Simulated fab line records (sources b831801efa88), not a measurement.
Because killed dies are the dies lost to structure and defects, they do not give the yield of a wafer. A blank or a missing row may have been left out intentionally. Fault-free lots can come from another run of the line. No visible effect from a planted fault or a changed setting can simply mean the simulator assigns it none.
A lot that was struck, set against a sound lot    flow gf180mcu    17 steps out of a route of 602
Sound: these wafers, L521.1, L521.2, L521.5. Struck: wafer L525.6 (left out: L525.2, a lot-mate that was not struck); the cause follows at the end.
Each step with rows lists, per side, the tool, then ch with its chambers, then its first start. Under that, the readings that differ: sound wafers    struck wafers    difference of the means    sigmas: that difference in standard deviations of wafers without a fault.
alike: words and numbers the same on both sides, and readings whose means are apart by under 2 such deviations; not compared: readings that were withheld, readings missing a value for some wafer, numbers with overlapping values and no deviation given by the record, and bounds like >300 which may hide the same value.
Wherever a step has rows on one side only, a row that says differs or no value, or a row with sigmas, the two part there. Numbers that don't overlap but have no deviation are shown without sigmas and don't part them. A reading missing from all wafers of one side parts the sides only when that side holds two or more wafers.

first, 2 steps without rows for these wafers: GF_CONTACT_PEB_12 (peb time 90 s); GF_CONTACT_DEVELOP_13 (develop time 60 s).
GF_CONTACT_CD_MEAS_14: the cd target is 220 nm.
  struck on cd-sem-01, day 17 19:34; sound on cd-sem-02, day 16 13:58
  alike: cd-nm
GF_CONTACT_OVL_MEAS_15:
  struck on overlay-02, day 17 19:40; sound on overlay-01, day 16 14:05
  alike: CONTACT_OVL
GF_CONTACT_ETCH_16: etches BARC in N2/H2.
  sound on rie-diel-04 ch 0,1,3, day 16 14:07; struck on rie-diel-01 ch 0, day 17 19:41
  alike: drypump-motor-current-A, n2-flow-sccm, oes-product-au, throttle-valve-pct
then, 1 step without rows for these wafers: GF_CONTACT_ETCH_17 (etches SiO2 in C4F8/O2/Ar, stops on CoSi2, target depth 860 nm).
GF_CONTACT_STRIP_18: strips in O2/N2.
  sound on plasma-asher-02 ch 0,1, day 16 14:17; struck on plasma-asher-01 ch 0, day 17 19:52
  alike: drypump-motor-current-A, heater-power-w, n2-flow-sccm, o2-flow-sccm, oes-product-au
  not compared: rf-hours-counter-h
then, 3 steps without rows for these wafers: GF_CONTACT_CLEAN_19 (cleans in SPM); GF_CONTACT_CLEAN_20 (cleans in DIW); GF_CONTACT_CLEAN_21 (cleans in dHF, time 20 s).
GF_CONTACT_SPUTTER_22: material Ti, target thk 15 nm, time 80.02 s.
  struck on pvd-sputter-04, day 17 20:14; sound on pvd-sputter-03, day 16 14:40
  alike: cathode-dc-power-W, throttle-valve-pct
GF_CONTACT_SPUTTER_23: material TiN, target thk 10 nm, time 40 s.
  struck on pvd-sputter-04, day 17 20:17; sound on pvd-sputter-03, day 16 14:44
  alike: cathode-dc-power-W, throttle-valve-pct
GF_CONTACT_CVD_24: deposits W, target thk 300 nm, time 90.339 s.
  sound on cvd-w-02 ch 0,1, day 16 14:46; struck on cvd-w-02 ch 1, day 17 20:20
reading                                sound              struck  difference  sigmas
model.W_of_CONTACT_CVD_24.thk-nm (nm)  299.8 304.8 304.3  316.5   +13.5       
  alike: heater-power-w
GF_CONTACT_RS_MEAS_25: a four-point-probe measurement.
  struck on film-metro-02, day 17 20:27; sound on film-metro-02, day 16 14:52
reading                sound              struck  difference  sigmas
CONTACT_W_RS (ohm/sq)  0.383 0.376 0.376  0.362   -0.016      -4
GF_CONTACT_THK_MEAS_26: measures by xrf.
  struck on film-metro-02, day 17 20:34; sound on film-metro-02, day 16 14:59
reading             sound        struck  difference  sigmas
CONTACT_W_THK (nm)  300 306 305  315     +11         +3
GF_CONTACT_CMP_27: polishes, stops on SiO2, t overpolish 15 s, target thk 0 nm.
  sound on cmp-01 ch 0,1,2, day 16 15:06; struck on cmp-02 ch 2, day 18 00:54
  alike: motor-current-A, overpolish-run-s, time-to-endpoint-s
GF_PASSIVATION_PROBE_99:
  sound wafers here have rows in the record (prober-02, day 29 07:25); struck ones have none

## WHERE THEY PART
First at GF_CONTACT_RS_MEAS_25; last, within this record, at GF_PASSIVATION_PROBE_99.

WHY: whatever the simulator had introduced
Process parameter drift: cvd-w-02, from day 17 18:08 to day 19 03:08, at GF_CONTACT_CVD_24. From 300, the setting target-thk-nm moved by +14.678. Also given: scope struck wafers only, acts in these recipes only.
